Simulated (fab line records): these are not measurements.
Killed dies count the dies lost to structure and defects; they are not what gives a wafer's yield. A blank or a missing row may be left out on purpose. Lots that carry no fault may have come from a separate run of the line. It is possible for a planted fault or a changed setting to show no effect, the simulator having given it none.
Which tool is to blame? + flow gf180mcu + 18 wafers from 6 lots sampled at 2 of the route's 602 steps

## WHAT EACH GAUGE READ, for each wafer
GF_HV_LDD_RS_MEAS_53: a four-point-probe measurement.
| lot  | measured     | on            | HV_LDD_RS (ohm/sq)                  |
|------|--------------|---------------|-------------------------------------|
| L830 | day 12 18:10 | film-metro-03 | 419.4 419.2 420.0                   |
| L832 | day 13 05:47 | film-metro-02 | 418.3 418.6 419.5                   |
| L834 | day 13 23:02 | film-metro-01 | 418.2 417.5 417.7                   |
| L836 | day 14 22:34 | film-metro-01 | 419.8 419.7 418.8                   |
| L840 | day 16 01:53 | film-metro-01 | 419.4 419.3 418.5                   |
| L849 | day 18 22:05 | film-metro-03 | 424.3 422.9 423.0 423.9 423.2 423.3 |

## WHICH TOOL RAN EACH LOT (tool, then ch and the chambers of the sampled wafers, then the start)
| lot  | GF_HV_LDD_IMPLANT_35            |
|------|---------------------------------|
| L830 | implanter-04 ch 0, day 11 22:01 |
| L832 | implanter-01 ch 0, day 12 09:24 |
| L834 | implanter-04 ch 0, day 13 02:01 |
| L836 | implanter-01 ch 0, day 14 00:53 |
| L840 | implanter-01 ch 0, day 15 03:35 |
| L849 | implanter-03 ch 0, day 17 21:35 |
- GF_HV_LDD_IMPLANT_35

## THE ANSWER, worked out from the rows above alone
Rule: the lots themselves supply what counts as usual. Put in order of their means at a reading, lots are off if they are a third of the lots or fewer, leave a main group of 4 or more, and stand apart from it by a gap of 3 or more times the standard deviation of the main group's means; of several such gaps the widest counts. Not used: any main group whose means are identical at the precision the tables above print for the reading. A lot without any number at a reading at which 4 lots or more have one is off too. All remaining lots with rows at the step are treated as sound.
Off: L849, seen at GF_HV_LDD_RS_MEAS_53 (HV_LDD_RS). The main group: mean 418.9 ohm/sq, standard deviation 0.62.
If a tool, at a process step before that reading, ran all the lots that are off and no sound lot after the first of them, it fits. The gauges at GF_HV_LDD_RS_MEAS_53 are tried like those tools. This does not decide it: 2 tools fit, namely implanter-03 at GF_HV_LDD_IMPLANT_35 and film-metro-03 at GF_HV_LDD_RS_MEAS_53.

## WHAT THE SIMULATOR PUT IN
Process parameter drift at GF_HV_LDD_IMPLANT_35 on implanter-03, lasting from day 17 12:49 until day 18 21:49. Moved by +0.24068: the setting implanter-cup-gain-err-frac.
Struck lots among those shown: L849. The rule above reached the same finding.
